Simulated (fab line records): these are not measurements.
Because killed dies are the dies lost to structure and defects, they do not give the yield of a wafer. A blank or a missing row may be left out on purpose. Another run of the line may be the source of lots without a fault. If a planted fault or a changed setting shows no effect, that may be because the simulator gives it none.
Which tool was responsible? + flow sky130 + 39 wafers from 13 lots sampled at 6 of the route's 708 steps

== WHAT EACH GAUGE READ, for each wafer ==
SKY_LDD_HVP_OVL_MEAS_07. Usual: LDD_HVP_OVL typically reads -0.1 nm, with standard deviation 1.2.
| lot  | measured     | on         | LDD_HVP_OVL (nm) | flag |
|------|--------------|------------|------------------|------|
| L841 | day 21 21:59 | overlay-01 | -0.8 1.0 -0.8    |      |
| L842 | day 22 07:25 | overlay-01 | 1.5 1.6 1.6      |      |
| L843 | day 22 15:45 | overlay-02 | -0.4 0.8 1.0     |      |
| L844 | day 22 19:14 | overlay-01 | 2.0 1.8 0.9      |      |
| L845 | day 23 03:35 | overlay-01 | 0.3 -0.6 -1.1    |      |
| L846 | day 23 15:09 | overlay-02 | 0.8 2.7 0.0      |      |
| L847 | day 23 22:35 | overlay-01 | 0.0 -1.3 -0.7    |      |
| L849 | day 24 20:20 | overlay-01 | -0.1 -1.1 0.6    |      |
| L850 | day 24 21:37 | overlay-01 | -0.6 -1.1 1.3    |      |
| L852 | day 25 12:37 | overlay-01 | -1.1 -0.4 -0.5   |      |
| L853 | day 26 04:20 | overlay-02 | -1.6 0.8 0.3     |      |
| L856 | day 27 08:13 | overlay-01 | 0.8 0.1 -0.3     |      |
| L857 | day 27 11:26 | overlay-02 | - - -            | OFF  |

SKY_LDD_HVP_TW_MEAS_10. Usual: LDD_HVP_TW typically reads 455.2, with standard deviation 2.8.
| lot  | measured     | on           | LDD_HVP_TW        | flag |
|------|--------------|--------------|-------------------|------|
| L841 | day 21 22:16 | filmMetro-01 | 452.6 453.0 452.8 |      |
| L842 | day 22 07:43 | filmMetro-02 | 454.2 453.6 452.6 |      |
| L843 | day 22 16:02 | filmMetro-02 | 453.3 449.0 452.1 |      |
| L844 | day 22 19:31 | filmMetro-02 | 454.5 452.8 452.6 |      |
| L845 | day 23 03:53 | filmMetro-01 | 456.2 455.1 453.1 |      |
| L846 | day 23 15:26 | filmMetro-01 | 452.6 453.2 455.0 |      |
| L847 | day 23 22:53 | filmMetro-01 | 453.3 452.5 452.0 |      |
| L849 | day 24 20:38 | filmMetro-01 | 452.4 452.3 453.8 |      |
| L850 | day 24 21:55 | filmMetro-01 | 454.6 453.3 453.7 |      |
| L852 | day 25 12:55 | filmMetro-03 | 458.5 458.9 459.9 |      |
| L853 | day 26 04:38 | filmMetro-03 | 456.1 458.0 458.3 |      |
| L856 | day 27 08:30 | filmMetro-01 | 452.9 452.8 453.8 |      |
| L857 | day 27 11:44 | filmMetro-03 | 30.3 30.1 30.1    | OFF  |

SKY_LOCAL_INTERCONNECT_CD_MEAS_11: target cd 170 nm. Usual: cdNm at 169.5 nm, with a standard deviation of 1.5.
| lot  | measured     | on       | cdNm (nm)         | flag |
|------|--------------|----------|-------------------|------|
| L841 | day 30 16:35 | cdSem-01 | 169.6 169.0 168.8 |      |
| L842 | day 31 00:35 | cdSem-01 | 171.1 172.1 172.3 |      |
| L843 | day 31 08:34 | cdSem-01 | 167.0 168.6 168.1 |      |
| L844 | day 31 10:13 | cdSem-02 | 168.8 170.3 168.9 |      |
| L845 | day 31 19:08 | cdSem-01 | 170.9 168.6 169.6 |      |
| L846 | day 32 04:10 | cdSem-01 | 167.2 169.6 170.7 |      |
| L847 | day 32 12:52 | cdSem-02 | 169.4 169.5 168.5 |      |
| L849 | day 33 07:05 | cdSem-02 | 170.5 171.2 169.5 |      |
| L850 | day 33 07:35 | cdSem-01 | 169.7 168.5 169.0 |      |
| L852 | day 33 22:34 | cdSem-02 | 166.3 166.2 167.9 |      |
| L853 | day 34 12:05 | cdSem-02 | 168.6 171.0 168.0 |      |
| L856 | day 35 11:47 | cdSem-02 | 169.6 170.9 169.5 |      |
| L857 | day 35 17:58 | cdSem-01 | 170.0 170.0 170.6 |      |

== WHAT TOOL EACH LOT RAN ON (gives the tool, then ch and the chambers of the sampled wafers, and finally the start) ==
| lot  | SKY_VT_ADJUST_LVTN_STRIP_09         | SKY_VT_ADJUST_PCH_STRIP_09          | SKY_LDD_HVP_EXPOSE_04              |
|------|-------------------------------------|-------------------------------------|------------------------------------|
| L841 | plasmaAsher-02 ch 0,1, day 7 06:11  | plasmaAsher-04 ch 0,1, day 10 17:59 | ilineStepper-01 ch 0, day 21 06:19 |
| L842 | plasmaAsher-02 ch 0,1, day 7 12:02  | plasmaAsher-02 ch 0,1, day 11 01:01 | ilineStepper-01 ch 0, day 21 16:11 |
| L843 | plasmaAsher-02 ch 0,1, day 7 16:52  | plasmaAsher-01 ch 0,1, day 11 06:34 | ilineStepper-01 ch 0, day 22 00:52 |
| L844 | plasmaAsher-03 ch 0,1, day 7 20:31  | plasmaAsher-02 ch 0,1, day 11 09:01 | ilineStepper-01 ch 0, day 22 04:22 |
| L845 | plasmaAsher-02 ch 0,1, day 8 03:16  | plasmaAsher-04 ch 0,1, day 11 17:41 | ilineStepper-01 ch 0, day 22 12:23 |
| L846 | plasmaAsher-02 ch 0,1, day 8 08:26  | plasmaAsher-02 ch 0,1, day 12 00:46 | ilineStepper-01 ch 0, day 23 00:41 |
| L847 | plasmaAsher-02 ch 0,1, day 8 17:01  | plasmaAsher-02 ch 0,1, day 12 09:29 | ilineStepper-01 ch 0, day 23 07:53 |
| L849 | plasmaAsher-02 ch 0,1, day 9 02:32  | plasmaAsher-01 ch 0,1, day 12 20:38 | ilineStepper-02 ch 0, day 24 04:49 |
| L850 | plasmaAsher-04 ch 0,1, day 9 07:38  | plasmaAsher-04 ch 0,1, day 13 02:31 | ilineStepper-01 ch 0, day 24 06:11 |
| L852 | plasmaAsher-02 ch 0,1, day 9 20:59  | plasmaAsher-02 ch 0,1, day 13 19:10 | ilineStepper-02 ch 0, day 24 22:57 |
| L853 | plasmaAsher-02 ch 0, day 10 03:56   | plasmaAsher-02 ch 1, day 14 05:37   | ilineStepper-02 ch 0, day 25 13:14 |
| L856 | plasmaAsher-04 ch 0,1, day 11 04:10 | plasmaAsher-01 ch 0,1, day 15 09:04 | ilineStepper-02 ch 0, day 26 17:34 |
| L857 | plasmaAsher-04 ch 0,1, day 11 05:38 | plasmaAsher-02 ch 0,1, day 15 10:29 | ilineStepper-02 ch 0, day 26 21:26 |
- SKY_VT_ADJUST_LVTN_STRIP_09: strips in O2/N2.
- SKY_VT_ADJUST_PCH_STRIP_09: strips in O2/N2.
- SKY_LDD_HVP_EXPOSE_04: exposes mask HVPTM, target cd 700 nm.

== WHAT THE TOOLS THEMSELVES READ (means of the sampled wafers that have a number; where no wafer has one, the mark that the record gives instead) ==
SKY_VT_ADJUST_LVTN_STRIP_09. Usual: drypumpMotorCurrentA 5.71 A, standard deviation 0.25; oesProductAu 0.722 a.u., standard deviation 0.0047; stripTimeToEndpointS 36.94 s, standard deviation 0.085.
| lot  | tool           | drypumpMotorCurrentA (A) | oesProductAu (a.u.) | stripTimeToEndpointS (s) | flag |
|------|----------------|--------------------------|---------------------|--------------------------|------|
| L841 | plasmaAsher-02 | 5.62                     | 0.720               | 37.02                    |      |
| L842 | plasmaAsher-02 | 5.49                     | 0.723               | 36.91                    |      |
| L843 | plasmaAsher-02 | 5.47                     | 0.721               | 36.97                    |      |
| L844 | plasmaAsher-03 | 6.11                     | 0.723               | 37.06                    |      |
| L845 | plasmaAsher-02 | 5.62                     | 0.723               | 36.85                    |      |
| L846 | plasmaAsher-02 | 5.63                     | 0.715               | 37.05                    |      |
| L847 | plasmaAsher-02 | 5.61                     | 0.721               | 37.01                    |      |
| L849 | plasmaAsher-02 | 5.60                     | 0.718               | 37.01                    |      |
| L850 | plasmaAsher-04 | 5.80                     | 0.721               | 36.92                    |      |
| L852 | plasmaAsher-02 | 5.48                     | 0.720               | 36.84                    |      |
| L853 | plasmaAsher-02 | 5.76                     | 0.722               | 36.91                    |      |
| L856 | plasmaAsher-04 | 5.79                     | 0.721               | 36.84                    |      |
| L857 | plasmaAsher-04 | 5.80                     | 0.721               | 36.94                    |      |

SKY_VT_ADJUST_PCH_STRIP_09. Usual: drypumpMotorCurrentA 5.67 A, standard deviation 0.22; oesProductAu 0.722 a.u., standard deviation 0.0046; stripTimeToEndpointS 36.94 s, standard deviation 0.1.
| lot  | tool           | drypumpMotorCurrentA (A) | oesProductAu (a.u.) | stripTimeToEndpointS (s) | flag |
|------|----------------|--------------------------|---------------------|--------------------------|------|
| L841 | plasmaAsher-04 | 5.79                     | 0.723               | 36.91                    |      |
| L842 | plasmaAsher-02 | 5.49                     | 0.722               | 36.99                    |      |
| L843 | plasmaAsher-01 | 5.82                     | 0.723               | 36.99                    |      |
| L844 | plasmaAsher-02 | 5.47                     | 0.724               | 36.97                    |      |
| L845 | plasmaAsher-04 | 5.80                     | 0.724               | 36.89                    |      |
| L846 | plasmaAsher-02 | 5.46                     | 0.726               | 37.01                    |      |
| L847 | plasmaAsher-02 | 5.61                     | 0.724               | 37.09                    |      |
| L849 | plasmaAsher-01 | 5.62                     | 0.723               | 36.88                    |      |
| L850 | plasmaAsher-04 | 5.76                     | 0.721               | 36.94                    |      |
| L852 | plasmaAsher-02 | 5.61                     | 0.722               | 36.81                    |      |
| L853 | plasmaAsher-02 | 5.33                     | 0.720               | 36.80                    |      |
| L856 | plasmaAsher-01 | 5.62                     | 0.723               | 36.85                    |      |
| L857 | plasmaAsher-02 | 5.62                     | 0.720               | 36.98                    |      |

== THE ANSWER, worked out from the rows above alone ==
Rule: take the mean of a lot's wafers that have a number; if it is more than 3 standard deviations from the usual mean, the lot is off. Also off: a lot with no number at a reading for which 4 or more lots have one. All remaining lots with rows at the step are treated as sound. After the gauges, taken in route order, come the tools' own readings; for these a lot's mean is taken, as printed above. At the first step where some lot is off, the reading lying furthest off is the one used; lots without a number count as furthest.
Off: L857, seen at SKY_LDD_HVP_OVL_MEAS_07 (LDD_HVP_OVL). Without a number there: L857.
A tool fits if, at a process step before that reading, it ran every lot that is off, and no sound lot after the first of them. Not tried: the gauges at SKY_LDD_HVP_OVL_MEAS_07; whatever is off there is also off at SKY_LDD_HVP_TW_MEAS_10, on other tools, and gauge error can't account for it. Can't be told from this: 3 tools fit, plasmaAsher-04 at SKY_VT_ADJUST_LVTN_STRIP_09, plasmaAsher-02 at SKY_VT_ADJUST_PCH_STRIP_09, ilineStepper-02 at SKY_LDD_HVP_EXPOSE_04.

== WHAT THE SIMULATOR PUT IN ==
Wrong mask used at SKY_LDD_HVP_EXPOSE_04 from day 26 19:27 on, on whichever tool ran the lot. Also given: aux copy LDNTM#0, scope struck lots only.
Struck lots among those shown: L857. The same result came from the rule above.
